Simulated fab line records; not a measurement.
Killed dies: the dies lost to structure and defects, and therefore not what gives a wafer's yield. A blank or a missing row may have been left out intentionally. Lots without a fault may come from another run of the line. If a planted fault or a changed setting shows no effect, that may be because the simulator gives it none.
fab line records	flow gf180mcu	part 2 of 2: steps 26 to 37 of 37
[record] lots = 5	wafers = 15	last-day = 34
route steps=602 shown STI@3 DNWELL@32
lots that met no fault: taken from a fault-free run of the same line
start-h: hours from the record's opening day to when the first of the lot's shown wafers began	wait-h: time in hours since the lot's previous step	" the same as in the row above	L1.1+2: a single row standing in for several wafers	- value missing, or start not given	* or withheld: withheld	< > ~ a bound
route shown NAME@n: names a module that has steps shown in the file, with the first one's number in the route	usual: the fault-free wafers' mean and standard deviation	same: alike in all rows	chamber/n: place in a boat	sites: readings site by site	_std_site: the values' standard deviation	_edge_site: mean of outer sites minus mean of inner sites	radius-mm: how far each site lies from the wafer's centre	mask NAME#n: copy n	behind: the last tool/chamber to shape the wafer	hold: why the lot went on hold/how many hours it stayed there/how the hold came to an end	device: names the non-switching transistor (n, p or np)	end of line: tests of these same wafers at the route's end	for a step that has no rows: nothing shown but its recipe	killed: dies that structure and defects cost at the first sort, which is not the same as the wafer's yield	map: per-die view of a wafer (x killed, . not killed, _ where there is no die)
set.NAME: the setting as run; set.NAME@STEP: as run at that earlier step	model.NAME: the simulator's own value behind a step, which no gauge read
lots seen at some steps along the route; tables by step, rows by wafer
services: from which hour (start-h, from the record's first day; less than 0 if before it) a tool's chamber was out of use, for how many hours, and why
[[steps]]
[step GF_STI_WET_ETCH_27]
[recipe] chemistry = H3PO4	target-depth-nm = 160	target = Si3N4	temp-c = 160	time-s = 1825
[usual] bath-heat-duty-pct = 26.9/1.6
lot.wafer	tool	chamber	start-h	wait-h	bath-heat-duty-pct
L075.1	wet-bench-04	0	36.43	0.0	28.7
L075.4	"	0	"	"	28.5
L075.5	"	0	"	"	27.0
L078.1	wet-bench-01	0	51.71	0.0	25.5
L078.2	"	0	"	"	28.9
L078.5	"	0	"	"	29.4
L082.3	wet-bench-02	0	69.11	0.0	26.4
L082.4	"	0	"	"	27.7
L082.6	"	0	"	"	27.5
L084.2	wet-bench-01	0	81.09	0.0	31.0
L084.4	"	0	"	"	26.8
L084.6	"	0	"	"	28.5
L095.4	wet-bench-02	1	137.66	0.0	27.9
L095.5	"	1	"	"	22.7
L095.6	"	1	"	"	23.5
[step GF_STI_WET_ETCH_28]
[recipe] chemistry = dHF	target-depth-nm = 20	dry = ipa-marangoni	target = SiO2	temp-c = 25	dilution = 10:1	time-s = 40
[usual] bath-heat-duty-pct = 6.1/0.75
lot.wafer	tool	chamber	start-h	wait-h	bath-heat-duty-pct
L075.1	wet-bench-01	0	36.95	0.0	6.6
L075.4	"	0	"	"	6.0
L075.5	"	0	"	"	6.9
L078.1	wet-bench-04	3	52.22	0.0	5.4
L078.2	"	3	"	"	6.2
L078.5	"	3	"	"	5.8
L082.3	wet-bench-04	2	69.63	0.0	6.3
L082.4	"	2	"	"	5.5
L082.6	"	2	"	"	6.6
L084.2	wet-bench-04	2	81.60	0.0	5.4
L084.4	"	2	"	"	6.2
L084.6	"	2	"	"	6.1
L095.4	wet-bench-01	2	138.17	0.0	5.5
L095.5	"	2	"	"	5.2
L095.6	"	2	"	"	6.9
[step GF_STI_OXIDATION_29]
[recipe] temp-c = 900	ambient = O2	stabilise-s = 600	purge-s = 300	target-thk-a = 100	ox-time-s = 1418
lot.wafer	tool	chamber	start-h	wait-h
L075.1+4+5	furnace-02	0	37.69	0.7
L078.1+2+5	furnace-01	0	52.24	0.0
L082.3+4+6	furnace-01	0	69.65	0.0
L084.2+4+6	furnace-01	0	82.09	0.4
L095.4+5+6	furnace-02	0	138.19	0.0
[step GF_STI_THK_MEAS_30]
[recipe] reads = SiO2_of_STI_OXIDATION_29
[usual] STI_OXIDATION_02_THK = 9.98/0.19
lot.wafer	tool	chamber	start-h	wait-h	STI_OXIDATION_02_THK[nm]
L075.1	film-metro-04	-	39.08	0.0	9.63
L075.4	"	-	"	"	9.74
L075.5	"	-	"	"	9.92
L078.1	film-metro-02	-	53.64	0.0	10.19
L078.2	"	-	"	"	10.11
L078.5	"	-	"	"	10.17
L082.3	film-metro-04	-	71.06	0.0	10.16
L082.4	"	-	"	"	10.15
L082.6	"	-	"	"	10.13
L084.2	film-metro-02	-	83.49	0.0	10.13
L084.4	"	-	"	"	10.29
L084.6	"	-	"	"	10.21
L095.4	film-metro-04	-	139.62	0.0	9.62
L095.5	"	-	"	"	9.69
L095.6	"	-	"	"	9.56
[step GF_DNWELL_DEHYDRATE_00]
[recipe] temp-c = 200	time-s = 60
[usual] exhaust-pa = 45.0/0.95
lot.wafer	tool	chamber	start-h	wait-h	exhaust-pa
L075.1	litho-track-02	0	44.37	5.3	44.4
L075.4	"	0	"	"	44.3
L075.5	"	0	"	"	45.4
L078.1	litho-track-04	0	59.00	5.4	44.0
L078.2	"	0	"	"	46.1
L078.5	"	0	"	"	43.8
L082.3	litho-track-02	0	77.12	6.1	45.4
L082.4	"	0	"	"	43.9
L082.6	"	0	"	"	43.9
L084.2	litho-track-04	0	89.32	5.8	46.0
L084.4	"	0	"	"	46.6
L084.6	"	0	"	"	46.0
L095.4	litho-track-04	0	146.47	6.8	46.1
L095.5	"	0	"	"	45.9
L095.6	"	0	"	"	45.2
[step GF_DNWELL_HMDS_01]
[recipe] prime-time-s = 60	prime-temp-c = 120
[usual] exhaust-pa = 45.0/0.85	prime-temp-c = 119.98/0.14
lot.wafer	tool	chamber	start-h	wait-h	exhaust-pa	prime-temp-c
L075.1	litho-track-02	0	44.52	0.1	45.8	120.10
L075.4	"	0	"	"	45.5	120.24
L075.5	"	0	"	"	45.8	120.09
L078.1	litho-track-04	0	59.15	0.1	45.2	120.04
L078.2	"	0	"	"	44.7	119.91
L078.5	"	0	"	"	44.8	119.97
L082.3	litho-track-02	0	77.27	0.1	45.5	119.99
L082.4	"	0	"	"	45.8	119.98
L082.6	"	0	"	"	44.3	120.04
L084.2	litho-track-04	0	89.47	0.1	44.8	119.69
L084.4	"	0	"	"	45.5	119.86
L084.6	"	0	"	"	45.1	119.68
L095.4	litho-track-04	0	146.62	0.1	45.2	120.19
L095.5	"	0	"	"	44.5	120.09
L095.6	"	0	"	"	45.6	119.88
[step GF_DNWELL_COAT_02]
[recipe] spin-rpm = 2000	resist-thk-nm = 3000
[usual] exhaust-pa = 44.8/1	spin-speed-rpm = 2000.4/1.3
lot.wafer	tool	chamber	start-h	wait-h	exhaust-pa	spin-speed-rpm
L075.1	litho-track-02	0	44.67	0.1	44.9	1997.8
L075.4	"	0	"	"	45.1	1999.4
L075.5	"	0	"	"	45.5	2000.9
L078.1	litho-track-04	0	59.30	0.1	44.3	1999.9
L078.2	"	0	"	"	44.9	2000.1
L078.5	"	0	"	"	43.6	1998.9
L082.3	litho-track-02	0	77.42	0.1	45.3	1999.0
L082.4	"	0	"	"	45.5	2000.4
L082.6	"	0	"	"	44.9	1999.7
L084.2	litho-track-04	0	89.62	0.1	43.0	2000.8
L084.4	"	0	"	"	42.6	1999.7
L084.6	"	0	"	"	43.8	1998.6
L095.4	litho-track-04	0	146.77	0.1	45.4	1998.4
L095.5	"	0	"	"	44.5	1999.9
L095.6	"	0	"	"	46.2	2000.4
[step GF_DNWELL_SOFTBAKE_03]
[recipe] temp-c = 110	time-s = withheld
[usual] exhaust-pa = 44.9/0.98
lot.wafer	tool	chamber	start-h	wait-h	exhaust-pa
L075.1	litho-track-02	0	44.82	0.1	44.3
L075.4	"	0	"	"	43.3
L075.5	"	0	"	"	42.3
L078.1	litho-track-04	0	59.45	0.1	44.6
L078.2	"	0	"	"	46.4
L078.5	"	0	"	"	45.5
L082.3	litho-track-02	0	77.59	0.1	44.9
L082.4	"	0	"	"	44.2
L082.6	"	0	"	"	44.6
L084.2	litho-track-04	0	89.78	0.1	45.2
L084.4	"	0	"	"	45.8
L084.6	"	0	"	"	44.3
L095.4	litho-track-04	0	146.95	0.1	44.9
L095.5	"	0	"	"	44.0
L095.6	"	0	"	"	45.6
[step GF_DNWELL_EXPOSE_04]
[recipe] mask-id = DNWELL	target-cd-nm = 1700	na = 0.6	source-shape = conventional	sigma-outer = 0.6	dose-mj = 260
lot.wafer	tool	chamber	start-h	wait-h	mask
L075.1+4+5	iline-stepper-01	0	-	-	DNWELL#0
L078.1+2+5	iline-stepper-01	0	-	-	DNWELL#0
L082.3+4+6	iline-stepper-01	0	-	-	DNWELL#0
L084.2+4+6	iline-stepper-02	0	-	-	DNWELL#0
L095.4+5+6	iline-stepper-02	0	-	-	DNWELL#0
[step GF_DNWELL_PEB_05]
[recipe] temp-c = 115	time-s = withheld
[usual] exhaust-pa = 45.0/0.82
lot.wafer	tool	chamber	start-h	wait-h	exhaust-pa
L075.1	litho-track-02	0	-	-	45.0
L075.4	"	0	"	"	45.8
L075.5	"	0	"	"	44.7
L078.1	litho-track-02	0	-	-	45.5
L078.2	"	0	"	"	45.0
L078.5	"	0	"	"	46.6
L082.3	litho-track-02	0	-	-	45.1
L082.4	"	0	"	"	44.1
L082.6	"	0	"	"	44.9
L084.2	litho-track-01	0	-	-	43.6
L084.4	"	0	"	"	44.8
L084.6	"	0	"	"	44.0
L095.4	litho-track-02	0	-	-	45.4
L095.5	"	0	"	"	45.1
L095.6	"	0	"	"	45.3
[step GF_DNWELL_DEVELOP_06]
[recipe] wall-angle-deg = 90	develop-time-s = 60	dev-temp-c = 23
[usual] exhaust-pa = 44.9/0.93
lot.wafer	tool	chamber	start-h	wait-h	exhaust-pa
L075.1	litho-track-02	0	-	-	44.8
L075.4	"	0	"	"	46.4
L075.5	"	0	"	"	45.5
L078.1	litho-track-02	0	-	-	44.8
L078.2	"	0	"	"	43.9
L078.5	"	0	"	"	44.7
L082.3	litho-track-02	0	-	-	46.2
L082.4	"	0	"	"	45.1
L082.6	"	0	"	"	44.5
L084.2	litho-track-01	0	-	-	47.2
L084.4	"	0	"	"	45.7
L084.6	"	0	"	"	44.9
L095.4	litho-track-02	0	-	-	44.4
L095.5	"	0	"	"	44.3
L095.6	"	0	"	"	45.4
[step GF_DNWELL_IMPLANT_07]
[recipe] species = P	energy-kev = 1500	dose-cm2 = 1e+13	tilt-deg = 0
lot.wafer	tool	chamber	start-h	wait-h
L075.1+4+5	implanter-03	0	50.67	-
L078.1+2+5	implanter-03	0	65.77	-
L082.3+4+6	implanter-01	0	83.82	-
L084.2+4+6	implanter-03	0	96.75	-
L095.4+5+6	implanter-01	0	154.55	-
[[services]]
tool	chamber	start-h	hours	kind
rie-si-02	0	-4.07	8.0	repair
cmp-02	-	-3.27	12.7	pm
rie-diel-04	2	-0.17	4.8	repair
krf-scanner-02	-	1.24	3.6	pm
krf-scanner-01	-	4.14	0.4	repair
krf-scanner-02	-	5.59	1.0	pm
iline-stepper-01	-	11.02	11.0	repair
krf-scanner-01	-	12.47	1.0	pm
cmp-02	-	16.59	6.6	pm
krf-scanner-02	-	22.39	6.8	repair
furnace-02	-	31.18	3.9	pm
krf-scanner-01	-	32.18	0.8	pm
plasma-asher-01	-	37.01	2.8	pm
implanter-03	-	53.97	6.8	repair
krf-scanner-01	-	54.93	0.4	repair
rie-si-02	2	89.75	3.5	repair
cmp-01	-	93.70	3.5	repair
iline-stepper-01	-	93.76	1.7	pm
hdpcvd-02	-	102.34	2.8	pm
furnace-02	-	107.96	6.1	pm
krf-scanner-01	-	111.68	1.3	pm
cmp-01	-	135.34	6.3	pm
furnace-01	-	144.32	4.3	pm
cmp-01	-	152.45	2.0	repair
